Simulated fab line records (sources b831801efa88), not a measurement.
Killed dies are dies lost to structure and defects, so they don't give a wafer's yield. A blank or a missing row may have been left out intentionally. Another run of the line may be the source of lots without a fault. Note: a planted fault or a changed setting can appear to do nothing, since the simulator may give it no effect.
fab line records	flow sfq-line
record lots=14	wafers=42	last-day=92
route steps=325 shown I4@164 M7@285 M8@322
lots that met no fault: taken from a fault-free run of the same line
start-h: hours from the record's opening day to when the first of the lot's shown wafers began	wait-h: time in hours since the lot's previous step	" as in the row above	L1.1+2: a row that stands for several wafers	- no value, or no start given	* or withheld: withheld	< > ~ a bound
route shown NAME@n: names a module that has steps shown in the file, with the first one's number in the route	usual: mean/standard deviation of fault-free wafers	same: alike in all rows	chamber/n: place in a boat	sites: each site's reading	_std_site: standard deviation across them	_edge_site: the outer-site mean with the inner-site mean subtracted	radius-mm: for every site, how far away it sits from the centre of the wafer	mask NAME#n: copy n	behind: the tool/chamber that last shaped the wafer	hold: why the lot was held/for how many hours/how that ended	device: names the non-switching transistor (n, p or np)	end of line: the route-end tests of the same wafers	for a step that has no rows: nothing shown but its recipe	killed: not the wafer's yield, but the dies lost to structure and defects at the first sort	map: shows each die of a wafer: x if killed, . if not, _ if none is there
set.NAME: the run value of the setting; set.NAME@STEP: its run value at that earlier step	model.NAME: the simulator's own value behind a step, which no gauge read
route steps across a sampled set of lots; one table per step, one row per wafer
services: when a tool's chamber went out of use (start-h, in hours from the record's first day, below 0 if earlier), for how many hours, and the reason
## steps
# step SFQ_TRILAYER_I4_CMP_CMP_100
# recipe material=SiO2	down-force-psi=3	platen-rpm=60	pad-velocity-m-s=0.94248
# usual edge-zone-pressure-frac=1.000/0.005	motor-current-A=9.6/0.64	time-to-endpoint-s=215/7.8
lot.wafer	tool	chamber	start-h	wait-h	edge-zone-pressure-frac	motor-current-A	time-to-endpoint-s
L997.1	cmp-01	2	972.87	17.4	1.006	9.3	207
L997.3	"	0	973.87	18.4	0.995	8.6	208
L997.5	"	2	974.87	19.4	1.002	9.1	214
L998.4	cmp-02	1	992.10	0.5	1.000	9.9	222
L998.3	"	2	"	"	0.990	9.5	224
L998.6	"	1	994.10	2.5	1.001	9.6	218
L999.2	cmp-01	1	1040.89	6.3	0.997	9.0	216
L999.4	"	2	"	"	0.992	9.2	228
L999.3	"	3	"	"	0.996	10.5	212
L100.1	cmp-01	2	1046.39	7.0	1.005	9.6	204
L100.3	"	0	1047.39	8.0	1.007	8.1	220
L100.4	"	1	"	"	1.013	9.4	216
L102.3	cmp-01	2	1058.39	13.8	1.000	9.2	216
L102.4	"	0	1059.39	14.8	0.996	8.6	224
L102.2	"	1	"	"	0.997	8.9	218
L108.2	cmp-02	2	1079.96	17.5	1.001	9.8	214
L108.3	"	0	1080.96	18.5	0.999	9.9	208
L108.5	"	3	1082.46	19.9	1.005	9.8	214
L109.3	cmp-02	0	1105.49	13.9	0.999	10.6	222
L109.4	"	2	1106.49	14.9	0.998	9.5	221
L109.6	"	0	1107.49	15.9	0.999	10.2	224
L112.4	cmp-01	2	1118.89	12.6	1.004	9.6	215
L112.3	"	3	"	"	1.004	10.6	212
L112.2	"	0	"	"	0.996	9.1	212
L113.4	cmp-02	1	1121.59	8.1	0.992	9.6	222
L113.1	"	3	1122.59	9.2	1.000	9.9	216
L113.6	"	1	1123.59	10.1	0.997	10.0	224
L114.2	cmp-02	2	1124.59	9.8	1.008	9.5	220
L114.6	"	2	1126.59	11.7	1.006	9.6	223
L114.5	"	3	"	"	1.006	9.3	215
L115.4	cmp-02	1	1128.09	8.3	0.998	9.7	224
L115.3	"	2	"	"	0.992	9.4	228
L115.6	"	1	1130.09	10.3	1.006	10.0	220
L116.1	cmp-01	3	1133.89	10.9	1.011	10.2	211
L116.6	"	2	1135.39	12.3	1.003	9.3	213
L116.5	"	3	"	"	1.004	10.2	213
L117.3	cmp-02	2	1134.09	7.5	0.995	9.8	216
L117.2	"	3	"	"	0.994	9.7	216
L117.5	"	2	1136.09	9.4	1.000	9.5	226
L120.1	cmp-01	0	1163.99	4.6	1.007	9.3	213
L120.2	"	2	1164.99	5.6	0.999	9.9	205
L120.6	"	1	1166.49	7.1	0.997	9.5	209
# step SFQ_TRILAYER_M7_LITHO_COAT_182
# recipe resist=BARC	spin-rpm=3000	resist-thk-nm=62
# usual resist-line-temp-C=23.00/0.11	spin-speed-rpm=3000.3/2.6
lot.wafer	tool	chamber	start-h	wait-h	resist-line-temp-C	spin-speed-rpm
L997.1	litho-track-01	0	1855.02	0.1	23.07	2997.4
L997.3	"	0	"	"	23.04	3000.0
L997.5	"	0	"	"	23.16	2994.1
L998.3	litho-track-01	0	1857.52	0.1	23.02	3003.4
L998.4	"	0	"	"	23.07	2993.6
L998.6	"	0	"	"	22.89	2997.2
L999.2	litho-track-01	0	1859.87	0.1	23.14	3000.8
L999.3	"	0	"	"	23.24	3000.6
L999.4	"	0	"	"	22.94	3005.8
L100.1	litho-track-01	0	1861.02	0.1	23.02	3002.1
L100.3	"	0	"	"	23.14	3001.6
L100.4	"	0	"	"	23.18	3006.6
L102.2	litho-track-03	0	1864.67	0.1	23.17	3001.8
L102.3	"	0	"	"	23.08	3002.4
L102.4	"	0	"	"	23.15	3003.0
L108.2	litho-track-01	0	1962.32	0.1	23.05	2560.0
L108.3	"	0	"	"	22.83	2559.4
L108.5	"	0	"	"	22.93	2562.7
L109.3	litho-track-01	0	1969.57	0.1	23.04	2559.2
L109.4	"	0	"	"	23.14	2554.4
L109.6	"	0	"	"	23.09	2552.5
L112.2	litho-track-03	0	1987.52	0.1	23.03	2995.6
L112.3	"	0	"	"	23.04	2996.7
L112.4	"	0	"	"	23.06	2996.8
L113.1	litho-track-02	0	1997.07	0.1	22.80	2996.4
L113.4	"	0	"	"	22.95	3001.7
L113.6	"	0	"	"	22.96	3000.6
L114.2	litho-track-03	0	2003.12	0.1	23.19	3002.3
L114.5	"	0	"	"	23.14	2999.6
L114.6	"	0	"	"	23.08	3002.5
L115.3	litho-track-03	0	2005.57	0.1	23.01	3001.4
L115.4	"	0	"	"	23.11	3002.5
L115.6	"	0	"	"	23.04	3000.6
L116.1	litho-track-02	0	2010.87	0.1	22.82	2995.2
L116.5	"	0	"	"	22.87	3002.6
L116.6	"	0	"	"	23.01	3002.7
L117.2	litho-track-02	0	2015.72	0.1	22.92	2998.2
L117.3	"	0	"	"	22.89	2999.4
L117.5	"	0	"	"	23.02	3000.7
L120.1	litho-track-03	0	2025.87	0.1	23.11	3002.4
L120.2	"	0	"	"	23.00	2999.8
L120.6	"	0	"	"	23.08	3002.0
# step SFQ_TRILAYER_M7_BARC_OPEN_METAL_ETCH_229
# recipe mask-material=PR	chemistry=O2	target-depth-nm=125	target=BARC	icp-w=600	bias-w=80	pressure-mtorr=10	time-s=41.7
# usual chamber-pressure-mTorr=10.000/0.0097	drypump-motor-current-A=5.3/0.37	oes-product-au=0.686/0.0043
lot.wafer	tool	chamber	start-h	wait-h	chamber-pressure-mTorr	drypump-motor-current-A	oes-product-au	rf-hours-counter-h
L997.1	rie-metal-04	1	1944.24	0.0	9.994	5.3	0.683	89
L997.3	"	0	"	"	9.984	5.0	0.688	-
L997.5	"	1	"	"	10.012	5.3	0.684	-
L998.3	rie-metal-04	0	1946.66	0.0	9.995	5.1	0.683	-
L998.4	"	1	"	"	10.004	5.3	0.694	-
L998.6	"	0	"	"	10.004	5.1	0.684	-
L999.2	rie-metal-01	0	1950.24	0.0	9.992	5.8	0.681	19
L999.3	"	0	"	"	9.998	5.8	0.683	-
L999.4	"	1	"	"	9.985	5.4	0.678	-
L100.1	rie-metal-02	1	1951.44	0.0	10.004	4.7	0.683	93
L100.3	"	1	"	"	9.997	4.7	0.688	-
L100.4	"	0	"	"	10.000	5.7	0.682	-
L102.2	rie-metal-01	1	1957.44	0.0	10.001	5.4	0.692	38
L102.3	"	0	"	"	9.985	5.8	0.691	-
L102.4	"	1	"	"	10.017	5.4	0.693	-
L108.2	rie-metal-01	1	2060.69	0.0	10.006	5.4	0.713	53
L108.3	"	0	"	"	9.994	5.8	0.715	-
L108.5	"	1	"	"	9.994	5.4	0.713	-
L109.3	rie-metal-02	0	2066.71	0.0	10.000	5.7	0.712	-
L109.4	"	1	"	"	10.015	4.7	0.716	-
L109.6	"	1	"	"	9.998	4.7	0.715	-
L112.2	rie-metal-02	0	2081.09	0.0	10.032	5.6	0.685	107
L112.3	"	0	"	"	9.985	5.7	0.689	-
L112.4	"	1	"	"	10.003	4.7	0.693	-
L113.1	rie-metal-04	0	2084.69	0.0	10.007	5.0	0.693	6
L113.4	"	0	"	"	9.990	5.0	0.687	-
L113.6	"	1	"	"	10.010	5.3	0.695	-
L114.2	rie-metal-02	0	2088.29	0.0	10.013	5.7	0.681	108
L114.5	"	1	"	"	10.000	4.7	0.687	-
L114.6	"	0	"	"	10.016	5.7	0.691	-
L115.3	rie-metal-02	0	2090.71	0.0	10.019	5.7	0.685	-
L115.4	"	1	"	"	10.011	4.7	0.683	-
L115.6	"	1	"	"	9.985	4.7	0.683	-
L116.1	rie-metal-01	1	2099.09	0.0	10.011	5.4	0.681	60
L116.5	"	1	"	"	10.002	5.4	0.680	-
L116.6	"	1	"	"	10.003	5.4	0.682	-
L117.2	rie-metal-01	1	2106.41	0.0	9.986	5.4	0.688	61
L117.3	"	0	"	"	9.997	5.8	0.687	-
L117.5	"	0	"	"	10.008	5.8	0.682	-
L120.1	rie-metal-04	0	2112.41	0.0	9.999	5.1	0.688	9
L120.2	"	1	"	"	10.004	5.3	0.688	121
L120.6	"	1	"	"	10.021	5.3	0.687	-
# step SFQ_M8_RS_MEAS_949
# recipe thk-meas-gauge=four-point-probe	reads=Au_of_TRILAYER_M8_DEP_EVAP_196+Pt_of_TRILAYER_M8_DEP_EVAP_198+Ti_of_TRILAYER_M8_DEP_EVAP_197
# usual M8_AU_RS=0.1535/0.0017
lot.wafer	tool	chamber	start-h	wait-h	M8_AU_RS[ohm/sq]
L997.1	film-metro-04	-	2049.42	0.3	0.1540
L997.3	"	-	"	"	0.1548
L997.5	"	-	"	"	0.1545
L998.3	film-metro-03	-	2053.06	0.3	0.1557
L998.4	"	-	"	"	0.1557
L998.6	"	-	"	"	0.1546
L999.2	film-metro-04	-	2056.64	0.3	0.1547
L999.3	"	-	"	"	0.1541
L999.4	"	-	"	"	0.1510
L100.1	film-metro-03	-	2060.22	0.3	0.1544
L100.3	"	-	"	"	0.1550
L100.4	"	-	"	"	0.1550
L102.2	film-metro-03	-	2065.04	0.3	0.1530
L102.3	"	-	"	"	0.1536
L102.4	"	-	"	"	0.1519
L108.2	film-metro-04	-	2161.75	0.3	0.1505
L108.3	"	-	"	"	0.1526
L108.5	"	-	"	"	0.1527
L109.3	film-metro-03	-	2166.57	0.3	0.1550
L109.4	"	-	"	"	0.1545
L109.6	"	-	"	"	0.1539
L112.2	film-metro-03	-	2182.15	0.3	0.1525
L112.3	"	-	"	"	0.1527
L112.4	"	-	"	"	0.1538
L113.1	film-metro-03	-	2184.53	0.3	0.1566
L113.4	"	-	"	"	0.1568
L113.6	"	-	"	"	0.1552
L114.2	film-metro-04	-	2188.15	0.3	0.1548
L114.5	"	-	"	"	0.1539
L114.6	"	-	"	"	0.1535
L115.3	film-metro-03	-	2191.77	0.3	0.1517
L115.4	"	-	"	"	0.1532
L115.6	"	-	"	"	0.1533
L116.1	film-metro-03	-	2198.93	0.3	0.1565
L116.5	"	-	"	"	0.1576
L116.6	"	-	"	"	0.1570
L117.2	film-metro-02	-	2203.75	0.3	0.1528
L117.3	"	-	"	"	0.1518
L117.5	"	-	"	"	0.1518
L120.1	film-metro-04	-	2214.32	0.3	0.1515
L120.2	"	-	"	"	0.1518
L120.6	"	-	"	"	0.1513
# step SFQ_M8_BOW_MEAS_951
# recipe mode=bow
# usual M8_BOW=7/10
lot.wafer	tool	chamber	start-h	wait-h	M8_BOW[um]
L997.1	film-metro-03	-	2049.78	0.0	8
L997.3	"	-	"	"	8
L997.5	"	-	"	"	10
L998.3	film-metro-02	-	2053.42	0.0	13
L998.4	"	-	"	"	8
L998.6	"	-	"	"	13
L999.2	film-metro-03	-	2057.00	0.0	11
L999.3	"	-	"	"	19
L999.4	"	-	"	"	19
L100.1	film-metro-02	-	2060.58	0.0	16
L100.3	"	-	"	"	6
L100.4	"	-	"	"	8
L102.2	film-metro-04	-	2065.40	0.0	-2
L102.3	"	-	"	"	-2
L102.4	"	-	"	"	5
L108.2	film-metro-03	-	2162.11	0.0	10
L108.3	"	-	"	"	0
L108.5	"	-	"	"	15
L109.3	film-metro-02	-	2166.93	0.0	-3
L109.4	"	-	"	"	3
L109.6	"	-	"	"	-12
L112.2	film-metro-04	-	2182.52	0.0	10
L112.3	"	-	"	"	14
L112.4	"	-	"	"	20
L113.1	film-metro-04	-	2184.90	0.0	8
L113.4	"	-	"	"	13
L113.6	"	-	"	"	3
L114.2	film-metro-03	-	2188.52	0.0	0
L114.5	"	-	"	"	-2
L114.6	"	-	"	"	-6
L115.3	film-metro-04	-	2192.13	0.0	6
L115.4	"	-	"	"	0
L115.6	"	-	"	"	16
L116.1	film-metro-04	-	2199.29	0.0	17
L116.5	"	-	"	"	17
L116.6	"	-	"	"	6
L117.2	film-metro-03	-	2204.11	0.0	-15
L117.3	"	-	"	"	-22
L117.5	"	-	"	"	-18
L120.1	film-metro-02	-	2214.67	0.0	5
L120.2	"	-	"	"	17
L120.6	"	-	"	"	25
## services
tool	chamber	start-h	hours	kind
cmp-01	-	999.74	1.7	repair
cmp-02	-	1010.22	2.4	repair
cmp-02	-	1015.37	14.8	repair
cmp-02	-	1031.12	2.6	repair
cmp-02	-	1036.77	22.0	pm
cmp-02	-	1088.96	4.0	pm
cmp-02	-	1092.28	0.7	repair
cmp-01	-	1155.18	2.8	repair
cmp-02	-	1184.30	0.5	repair
cmp-02	-	1184.49	6.1	repair
cmp-01	-	1192.73	9.5	pm
cmp-01	-	1263.87	4.0	pm
cmp-02	-	1265.05	0.3	repair
cmp-02	-	1281.32	0.5	repair
cmp-02	-	1292.61	6.1	pm
cmp-02	-	1301.67	6.9	pm
cmp-01	-	1382.38	1.0	repair
cmp-01	-	1389.13	0.2	repair
cmp-01	-	1390.81	1.7	repair
cmp-01	-	1418.29	2.3	repair
cmp-02	-	1430.21	4.0	pm
cmp-01	-	1545.46	5.1	pm
cmp-02	-	1546.18	0.4	repair
cmp-01	-	1554.55	0.5	repair
## key
first-sign step=SFQ_TRILAYER_M7_LITHO_COAT_182	reading=spin-speed-rpm	direction=down	sigmas=99+	usual=3000.3	struck=2558.0
effect step=SFQ_TRILAYER_M7_BARC_OPEN_METAL_ETCH_229	reading=oes-product-au	direction=up	sigmas=6.6	usual=0.686	struck=0.714
met-at SFQ_TRILAYER_M7_LITHO_COAT_182
struck-lots L108,L109
not-acting-at SFQ_TRILAYER_I4_CMP_CMP_100,SFQ_M8_RS_MEAS_949,SFQ_M8_BOW_MEAS_951
onset-between 1861.02 1962.32
fault kind=process-parameter-drift	tool=litho-track-01	chamber=-	onset-h=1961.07	steps=SFQ_TRILAYER_M7_LITHO_COAT_182	channel=spin-rpm	offset=-440.74	shape=step	end-h=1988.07	acts-in=these-recipes-only	stated=3000
